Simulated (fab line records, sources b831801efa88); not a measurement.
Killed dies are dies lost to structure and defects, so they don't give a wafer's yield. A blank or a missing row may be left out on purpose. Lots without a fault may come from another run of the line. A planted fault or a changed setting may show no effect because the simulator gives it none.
A struck lot beside a sound one | flow gf180mcu | 15 steps out of a route of 602
Sound: wafers L707.1, L707.4, L707.6. Struck: wafers L729.1, L729.4, L729.5. The cause comes at the end.
At each step with rows: each side's tool, then ch and its chambers, then its first start. Under that, the readings that differ: sound wafers | struck wafers | difference of the means | sigmas: that difference in standard deviations of wafers without a fault.
alike: readings whose means differ by less than 2 such deviations, and words and numbers that are the same on both sides. not compared: withheld readings, readings that some wafer has no value for, bounds like >300 that may hide the same value, and numbers for which the record gives no deviation and whose values overlap.
The two part at a step that has a row with sigmas, a row that says differs or no value, or rows on one side only. Numbers that don't overlap but have no deviation are shown without sigmas and don't part them. A reading that every wafer of one side lacks parts them only if that side has two wafers or more.

GF_TOP_METAL_SPUTTER_04: material TiN, target thk 25 nm, time 20.8 s.
  sound on pvd_sputter-03, day 27 12:58; struck on pvd_sputter-04, day 33 15:56
  alike: cathode_dc_power_W, throttle_valve_pct
GF_TOP_METAL_RS_MEAS_05: measures by four-point-probe.
  sound on film_metro-02, day 27 13:00; struck on film_metro-03, day 33 15:58
  alike: TOP_METAL_ALCU_RS
GF_TOP_METAL_THK_MEAS_06: measures by xrf.
  sound on film_metro-02, day 27 13:07; struck on film_metro-03, day 33 16:05
  alike: TOP_METAL_ALCU_THK
then, 7 steps without rows for these wafers: GF_TOP_METAL_DEHYDRATE_07 (time 60 s); GF_TOP_METAL_HMDS_08 (prime time 60 s); GF_TOP_METAL_COAT_09 (resist thk 1500 nm); GF_TOP_METAL_SOFTBAKE_10 (time 60 s); GF_TOP_METAL_EXPOSE_11 (exposes mask MetalTop, target cd 440 nm); GF_TOP_METAL_PEB_12; GF_TOP_METAL_DEVELOP_13 (develop time 60 s).
GF_TOP_METAL_CD_MEAS_14: target cd 440 nm.
  sound on cd_sem-02, day 28 08:31; struck on cd_sem-01, day 34 06:40
  alike: cd_nm
GF_TOP_METAL_OVL_MEAS_15:
  sound on overlay-01, day 28 08:38; struck on overlay-01, day 34 06:47
  alike: TOP_METAL_OVL
GF_TOP_METAL_METAL_ETCH_16: etches the open film in Cl2/BCl3, stops on SiO2, target depth 1077.5 nm, time 179.6 s.
  sound on rie_metal-02 ch 0,1, day 28 08:41; struck on rie_metal-02 ch 1, day 34 06:50
  reading                                        | sound                | struck               | difference | sigmas
  oes_product_au (a.u.)                          | 0.962 0.961 0.950    | 0.892 0.894 0.907    | -0.060     | -7
  rf_fwd_power_W (W)                             | 793.7 796.0 790.8    | 672.8 677.3 676.8    | -117.9     | -45
  throttle_valve_pct (%)                         | 28.266 28.276 28.278 | 28.330 28.354 28.319 | +0.061     | +5
  model.TOP_METAL.feature_depth_nm (nm)          | 1009 1012 1003       | 897.9 901.3 906.7    | -106.0     |
  model.etch.depth_nm (nm)                       | 1009 1012 1003       | 897.9 901.3 906.7    | -106.0     |
  model.NOVOLAK_of_TOP_METAL_COAT_09.thk_nm (nm) | 1064 1080 1084       | 1134 1142 1135       | +61        |
  alike: chamber_pressure_mTorr, drypump_motor_current_A, he_backside_leak_sccm
  not compared: rf_hours_counter_h
GF_TOP_METAL_STRIP_17: strips in O2/N2.
  sound on plasma_asher-04 ch 0,1, day 28 08:51; struck on plasma_asher-04 ch 0,1, day 34 07:17
  reading                      | sound             | struck            | difference | sigmas
  strip_time_to_endpoint_s (s) | 13.40 13.59 13.63 | 14.21 14.32 14.21 | +0.71      | +7
  alike: chamber_pressure_mTorr, drypump_motor_current_A, heater_power_w, oes_product_au
  not compared: rf_hours_counter_h
then, 1 step without rows for these wafers: GF_TOP_METAL_STRIP_18 (strips in post etch residue remover, time 1200 s).

WHERE THEY PART
First at GF_TOP_METAL_METAL_ETCH_16; last, within this record, at GF_TOP_METAL_STRIP_17.

WHY: what the simulator had put in
Process parameter drift: rie_metal-02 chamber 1, from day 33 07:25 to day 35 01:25, at GF_TOP_METAL_METAL_ETCH_16. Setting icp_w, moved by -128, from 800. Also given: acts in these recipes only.
